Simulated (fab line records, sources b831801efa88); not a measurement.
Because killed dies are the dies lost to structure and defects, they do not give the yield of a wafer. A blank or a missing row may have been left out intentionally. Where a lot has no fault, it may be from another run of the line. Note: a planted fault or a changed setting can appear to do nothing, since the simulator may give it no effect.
A struck lot beside a sound one + flow sky130 + 17 out of 708 route steps
Sound: wafers L723.3, L723.4, L723.5. Struck: wafers L735.1, L735.2, L735.6. The cause comes at the end.
For every step that has rows: the tool of each side, followed by ch and its chambers, followed by its first start. Under that, the readings that differ: sound wafers + struck wafers + difference of the means + sigmas: that difference in standard deviations of wafers without a fault.
alike: readings whose means differ by less than 2 such deviations, and words and numbers that are the same on both sides. not compared: withheld readings, readings that some wafer has no value for, bounds like >300 that may hide the same value, and numbers for which the record gives no deviation and whose values overlap.
The two part at a step that has a row with sigmas, a row that says differs or no value, or rows on one side only. Numbers that have no deviation but don't overlap get no sigmas and don't part them. A reading that every wafer of one side lacks parts them only if that side has two wafers or more.

SKY_VT_ADJUST_HVTP_OVL_MEAS_08:
  sound: overlay-02 at day 7 12:45; struck: overlay-02 at day 10 17:20
  alike: VT_ADJUST_HVTP_OVL
then, 1 step without rows for these wafers: SKY_VT_ADJUST_HVTP_IMPLANT_09.
SKY_VT_ADJUST_HVTP_STRIP_10: strips in O2/N2.
  sound on plasma-asher-01 ch 0,1, day 7 12:58; struck on plasma-asher-01 ch 0,1, day 10 17:31
  alike: drypump-motor-current-A, n2-flow-sccm, oes-product-au, strip-time-to-endpoint-s
  not compared: rf-hours-counter-h
SKY_VT_ADJUST_HVTP_TW_MEAS_11:
  sound: film-metro-04 at day 7 13:02; struck: film-metro-04 at day 10 17:37
  alike: VT_ADJUST_HVTP_TW
then, 7 steps without rows for these wafers: SKY_VT_ADJUST_LVTN_DEHYDRATE_00 (time 60 s); SKY_VT_ADJUST_LVTN_HMDS_01 (prime time 60 s); SKY_VT_ADJUST_LVTN_COAT_02 (resist thk 3000 nm); SKY_VT_ADJUST_LVTN_SOFTBAKE_03; SKY_VT_ADJUST_LVTN_EXPOSE_04 (exposes mask NWM COMPLEMENT LESS NATIVE, target cd 840 nm); SKY_VT_ADJUST_LVTN_PEB_05; SKY_VT_ADJUST_LVTN_DEVELOP_06 (develop time 60 s).
SKY_VT_ADJUST_LVTN_OVL_MEAS_07:
  sound: overlay-02 at day 8 08:48; struck: overlay-01 at day 11 17:29
  alike: VT_ADJUST_LVTN_OVL
SKY_VT_ADJUST_LVTN_IMPLANT_08:
  sound on implanter-04 ch 0, day 8 08:53; struck on implanter-04 ch 0, day 11 17:32
  alike: beam-energy-keV, beam-on-s, end-station-pressure-torr
SKY_VT_ADJUST_LVTN_STRIP_09: strips in O2/N2.
  sound on plasma-asher-01 ch 0,1, day 8 09:01; struck on plasma-asher-03 ch 0,1, day 11 17:41
  alike: drypump-motor-current-A, n2-flow-sccm, oes-product-au, strip-time-to-endpoint-s
  not compared: rf-hours-counter-h
SKY_VT_ADJUST_LVTN_TW_MEAS_10:
  sound: film-metro-03 at day 8 09:06; struck: film-metro-02 at day 11 17:47
| reading           | sound             | struck            | difference | sigmas |
|-------------------|-------------------|-------------------|------------|--------|
| VT_ADJUST_LVTN_TW | 242.2 242.2 241.4 | 223.5 223.9 224.1 | -18.1      | -9     |
then, 1 step without rows for these wafers: SKY_VT_ADJUST_LVTN_DEHYDRATE_11 (time 60 s).
-- here the record skips 38 days between the struck wafers' starts before and after, leaving off in module VT_ADJUST_LVTN and picking up in module PAD_OPEN (first step shown: number 708 of the route) --
SKY_PAD_OPEN_PROBE_99:
  sound: prober-02 at day 47 12:05; struck: prober-01 at day 50 04:08
| reading                                   | sound                | struck               | difference | sigmas |
|-------------------------------------------|----------------------|----------------------|------------|--------|
| model.etest.nfet_01v8_lvt.vt-sat-v (V)    | 0.5223 0.5237 0.5295 | 0.5138 0.5037 0.4933 | -0.0216    |        |
| model.etest.nfet_01v8_lvt.body-rise-v (V) | 0.1434 0.1418 0.1425 | 0.1398 0.1388 0.1366 | -0.0042    |        |
  alike: killed_at_M0_to_M3, killed_at_M4_up, killed-at-contacts, killed-at-front-end, killed-at-other, killed-dies, killed-open, killed-short
  not compared: model.etest.nfet_01v8.drive-ua-um-range, model.etest.nfet_01v8_lvt.vt-long-v

## WHERE THEY PART
Only at SKY_VT_ADJUST_LVTN_TW_MEAS_10, as far as this record shows. Later steps at which nothing parts them and some readings are alike: SKY_PAD_OPEN_PROBE_99.

WHY: what the simulator had put in
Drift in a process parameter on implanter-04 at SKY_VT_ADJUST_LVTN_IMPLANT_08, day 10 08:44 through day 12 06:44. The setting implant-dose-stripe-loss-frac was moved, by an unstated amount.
